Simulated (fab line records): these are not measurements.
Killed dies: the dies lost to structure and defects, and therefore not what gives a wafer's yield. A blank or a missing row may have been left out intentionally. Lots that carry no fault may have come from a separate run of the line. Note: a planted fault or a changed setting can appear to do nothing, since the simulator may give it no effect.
Chamber matching :: flow sky130 :: pecvd-03 running SKY_CONTACT_CVD_00: 3 sister chambers
The step deposits Si3N4, target thk 75 nm. 30 wafers are shown with their chamber, then 12 later ones without.

== WAFERS, EACH WITH ITS CHAMBER ==
wafer: L075.1
chamber: 0
heater-power-w (W): 573

wafer: L075.2
chamber: 2
heater-power-w (W): 708

wafer: L075.3
chamber: 1
heater-power-w (W): 700

wafer: L075.4
chamber: 2
heater-power-w (W): 725

wafer: L075.5
chamber: 1
heater-power-w (W): 713

wafer: L075.6
chamber: 0
heater-power-w (W): 592

wafer: L076.1
chamber: 2
heater-power-w (W): 797

wafer: L076.2
chamber: 0
heater-power-w (W): 625

wafer: L076.3
chamber: 1
heater-power-w (W): 670

wafer: L078.2
chamber: 0
heater-power-w (W): 572

wafer: L078.3
chamber: 1
heater-power-w (W): 689

wafer: L078.5
chamber: 1
heater-power-w (W): 721

wafer: L080.1
chamber: 2
heater-power-w (W): 733

wafer: L080.3
chamber: 1
heater-power-w (W): 704

wafer: L080.4
chamber: 0
heater-power-w (W): 622

wafer: L081.1
chamber: 0
heater-power-w (W): 566

wafer: L081.3
chamber: 1
heater-power-w (W): 718

wafer: L081.4
chamber: 2
heater-power-w (W): 761

wafer: L082.1
chamber: 2
heater-power-w (W): 752

wafer: L082.2
chamber: 1
heater-power-w (W): 708

wafer: L082.3
chamber: 0
heater-power-w (W): 621

wafer: L082.4
chamber: 2
heater-power-w (W): 751

wafer: L082.5
chamber: 0
heater-power-w (W): 638

wafer: L082.6
chamber: 1
heater-power-w (W): 735

wafer: L088.3
chamber: 2
heater-power-w (W): 791

wafer: L088.5
chamber: 2
heater-power-w (W): 769

wafer: L088.6
chamber: 0
heater-power-w (W): 600

wafer: L091.1
chamber: 0
heater-power-w (W): 594

wafer: L091.2
chamber: 2
heater-power-w (W): 667

wafer: L091.5
chamber: 2
heater-power-w (W): 685

SIGNATURES, as means of the wafers listed above
reading: heater-power-w
chamber 0: 600.30
chamber 1: 706.44
chamber 2: 739.91
scatter within a chamber: 30.9
Rule: distance of a wafer from a chamber = root of the sum over the readings of ((wafer's reading minus chamber's mean) / reading's scatter) squared. If the next closest chamber is less than 2 further off than the closest, the wafer can't be placed; otherwise it belongs to the closest. How the scatter is found: for the shown wafers, subtract from each reading the mean of its chamber, square and add these, divide the total by (wafers less chambers), then take the root.

== WAFERS WITHOUT THEIR CHAMBER ==
wafer: L090.2
heater-power-w (W): 534

wafer: L090.3
heater-power-w (W): 545

wafer: L090.5
heater-power-w (W): 553

wafer: L093.1
heater-power-w (W): 652

wafer: L093.2
heater-power-w (W): 776

wafer: L093.3
heater-power-w (W): 616

wafer: L093.4
heater-power-w (W): 757

wafer: L093.5
heater-power-w (W): 680

wafer: L093.6
heater-power-w (W): 510

wafer: L096.2
heater-power-w (W): 772

wafer: L096.4
heater-power-w (W): 780

wafer: L096.6
heater-power-w (W): 687

== WHICH CHAMBER EACH ONE RAN IN ==
wafer: L090.2
from the rows above: 0
in truth: 0

wafer: L090.3
from the rows above: 0
in truth: 0

wafer: L090.5
from the rows above: 0
in truth: 0

wafer: L093.1
from the rows above: can't be placed: 0 or 1 or 2
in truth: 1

wafer: L093.2
from the rows above: can't be placed: 2 or 1
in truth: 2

wafer: L093.3
from the rows above: 0
in truth: 0

wafer: L093.4
from the rows above: can't be placed: 2 or 1
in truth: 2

wafer: L093.5
from the rows above: can't be placed: 1 or 2 or 0
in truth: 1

wafer: L093.6
from the rows above: 0
in truth: 0

wafer: L096.2
from the rows above: can't be placed: 2 or 1
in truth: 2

wafer: L096.4
from the rows above: can't be placed: 2 or 1
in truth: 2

wafer: L096.6
from the rows above: can't be placed: 1 or 2
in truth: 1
Placed correctly: 5 of 12. From these rows, 7 cannot be placed; in 7 the true chamber is one of the candidates. 0 placed wrongly.
